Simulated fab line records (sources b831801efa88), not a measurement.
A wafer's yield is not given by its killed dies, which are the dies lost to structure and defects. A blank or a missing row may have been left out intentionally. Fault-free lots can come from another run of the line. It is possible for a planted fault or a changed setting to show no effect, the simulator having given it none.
Which of the tools did it?	flow sky130	36 wafers from 12 lots sampled at 4 of the route's 708 steps

== WHAT THE GAUGES READ, wafer by wafer ==
SKY_CONTACT_THK_MEAS_01.
lot	measured	on	CONTACT_CVD_00_THK (nm)
L277	day 31 07:25	filmMetro-01	75.6 73.3 73.9
L279	day 31 18:35	filmMetro-01	75.1 75.3 76.3
L280	day 32 05:16	filmMetro-02	74.3 74.9 75.6
L281	day 32 14:35	filmMetro-04	75.6 74.7 75.9
L283	day 33 10:49	filmMetro-04	74.9 74.2 75.3
L285	day 34 06:44	filmMetro-02	73.6 73.5 75.6
L286	day 34 17:02	filmMetro-04	75.0 74.3 74.5
L290	day 35 12:22	filmMetro-02	74.8 73.2 73.8
L297	day 37 09:30	filmMetro-04	74.8 76.3 76.4
L298	day 38 01:02	filmMetro-02	74.9 74.8 75.6

== EACH LOT AND THE TOOL THAT RAN IT (in order: tool; ch and the chambers of the sampled wafers; start) ==
lot	SKY_VT_ADJUST_LVTN_STRIP_20	SKY_SONOS_TUNNEL_WET_ETCH_10	SKY_LOCAL_INTERCONNECT_METAL_ETCH_14
L277	plasmaAsher-02 ch 0,1, day 8 12:11	wetBench-03 ch 2, day 12 08:51	rieMetal-03 ch 0,1, day 31 06:24
L279	plasmaAsher-02 ch 0,1, day 8 23:52	wetBench-03 ch 0, day 12 19:56	rieMetal-03 ch 0,1, day 31 17:54
L280	plasmaAsher-02 ch 0,1, day 9 02:44	wetBench-02 ch 0, day 12 23:12	rieMetal-04 ch 0,1, day 32 04:33
L281	plasmaAsher-04 ch 0,1, day 9 09:02	wetBench-02 ch 3, day 13 12:14	rieMetal-04 ch 0,1, day 32 13:54
L283	plasmaAsher-01 ch 0,1, day 10 01:11	wetBench-03 ch 0, day 14 03:12	rieMetal-04 ch 0,1, day 33 10:06
L285	plasmaAsher-02 ch 0,1, day 10 19:16	wetBench-01 ch 3, day 15 00:09	rieMetal-04 ch 0,1, day 34 06:03
L286	plasmaAsher-01 ch 0,1, day 11 03:32	wetBench-01 ch 3, day 15 10:27	rieMetal-04 ch 0,1, day 34 16:21
L287	plasmaAsher-02 ch 0,1, day 11 09:47	wetBench-02 ch 2, day 15 16:53	-
L288	plasmaAsher-01 ch 0,1, day 11 14:29	wetBench-01 ch 1, day 15 23:18	-
L290	plasmaAsher-02 ch 0,1, day 12 02:10	wetBench-01 ch 2, day 16 12:15	rieMetal-02 ch 0,1, day 35 11:39
L297	plasmaAsher-04 ch 0,1, day 13 22:05	wetBench-01 ch 0, day 18 14:42	rieMetal-02 ch 0,1, day 37 08:49
L298	plasmaAsher-02 ch 0,1, day 14 15:07	wetBench-03 ch 1, day 19 09:45	rieMetal-03 ch 0,1, day 38 00:13
- SKY_VT_ADJUST_LVTN_STRIP_20: strips in O2/N2.
- SKY_SONOS_TUNNEL_WET_ETCH_10: etches SiO2 in dHF, target depth 14 nm, time 280 s.
- SKY_LOCAL_INTERCONNECT_METAL_ETCH_14: etches TiN in Cl2/BCl3, stops on PSG, target depth 110 nm, time 31.4 s.

== AS READ BY THE TOOLS THEMSELVES (means over the sampled wafers that have a number; for cases with no such wafer, the mark the record gives instead) ==
SKY_VT_ADJUST_LVTN_STRIP_20.
lot	tool	chamberPressureMTorr (mTorr)	drypumpMotorCurrentA (A)	oesProductAu (a.u.)	stripTimeToEndpointS (s)
L277	plasmaAsher-02	1499.6	6.3	0.714	14.12
L279	plasmaAsher-02	1499.8	6.2	0.715	14.23
L280	plasmaAsher-02	1500.1	6.4	0.720	14.18
L281	plasmaAsher-04	1499.1	5.2	0.712	14.10
L283	plasmaAsher-01	1499.4	5.7	0.716	14.15
L285	plasmaAsher-02	1500.2	6.4	0.718	14.20
L286	plasmaAsher-01	1500.1	5.7	0.712	14.19
L287	plasmaAsher-02	1499.6	6.3	0.713	14.13
L288	plasmaAsher-01	1500.5	5.7	0.713	14.22
L290	plasmaAsher-02	1499.6	6.4	0.714	14.17
L297	plasmaAsher-04	1498.8	5.1	0.714	14.17
L298	plasmaAsher-02	1499.9	6.3	0.718	14.11

SKY_SONOS_TUNNEL_WET_ETCH_10.
lot	tool	bathHeatDutyPct (%)	runLengthS (s)
L277	wetBench-03	6.1	305
L279	wetBench-03	7.1	312
L280	wetBench-02	5.7	313
L281	wetBench-02	7.1	305
L283	wetBench-03	7.0	304
L285	wetBench-01	5.1	308
L286	wetBench-01	5.6	306
L287	wetBench-02	-	-
L288	wetBench-01	-	-
L290	wetBench-01	6.3	305
L297	wetBench-01	6.5	308
L298	wetBench-03	5.9	306

SKY_LOCAL_INTERCONNECT_METAL_ETCH_14.
lot	tool	bcl3FlowSccm (sccm)	biasW (W)	chamberPressureMTorr (mTorr)	drypumpMotorCurrentA (A)	oesProductAu (a.u.)	throttleValvePct (%)
L277	rieMetal-03	29.94	48.42	9.994	5.9	0.939	21.895
L279	rieMetal-03	29.92	48.55	10.006	5.9	0.941	21.896
L280	rieMetal-04	30.01	48.50	10.005	5.7	0.945	21.890
L281	rieMetal-04	30.02	48.49	9.998	5.7	0.937	21.904
L283	rieMetal-04	29.92	48.41	10.000	5.7	0.945	21.900
L285	rieMetal-04	30.10	48.54	9.992	5.9	0.936	21.900
L286	rieMetal-04	29.96	48.61	9.993	5.9	0.938	21.902
L290	rieMetal-02	29.97	48.44	10.006	5.6	0.939	21.906
L297	rieMetal-02	29.96	48.41	10.001	5.8	0.946	21.886
L298	rieMetal-03	29.93	48.36	9.993	5.9	0.939	21.899

== THE ANSWER, worked out from the rows above alone ==
Rule: what is usual is taken from the lots themselves. The widest of any qualifying gaps counts: lots, ordered by their means at a reading, are off when they make up no more than a third of the lots, leave a main group of 4 or more, and stand apart from it by 3 or more times the standard deviation of that group's means. Not used: any main group whose means are identical at the precision the tables above print for the reading. Also off: a lot with no number at a reading for which 4 or more lots have one. All remaining lots with rows at the step are treated as sound. Order of review: gauges by route order, followed by the tools' own readings, for which a lot's mean as printed above is used. The first step at which some lot is off is used, and at that step the reading that is off furthest; a lot without a number counts as furthest.
Off at SKY_SONOS_TUNNEL_WET_ETCH_10 (bathHeatDutyPct): L287, L288. Without a number there: L287, L288. Mean 6.2 % and standard deviation 0.65 in the main group.
A tool fits if, at that step or a process step before it, it ran every lot that is off, and no sound lot after the first of them. No candidate that was tried fits.

== WHAT THE SIMULATOR HAD PUT IN ==
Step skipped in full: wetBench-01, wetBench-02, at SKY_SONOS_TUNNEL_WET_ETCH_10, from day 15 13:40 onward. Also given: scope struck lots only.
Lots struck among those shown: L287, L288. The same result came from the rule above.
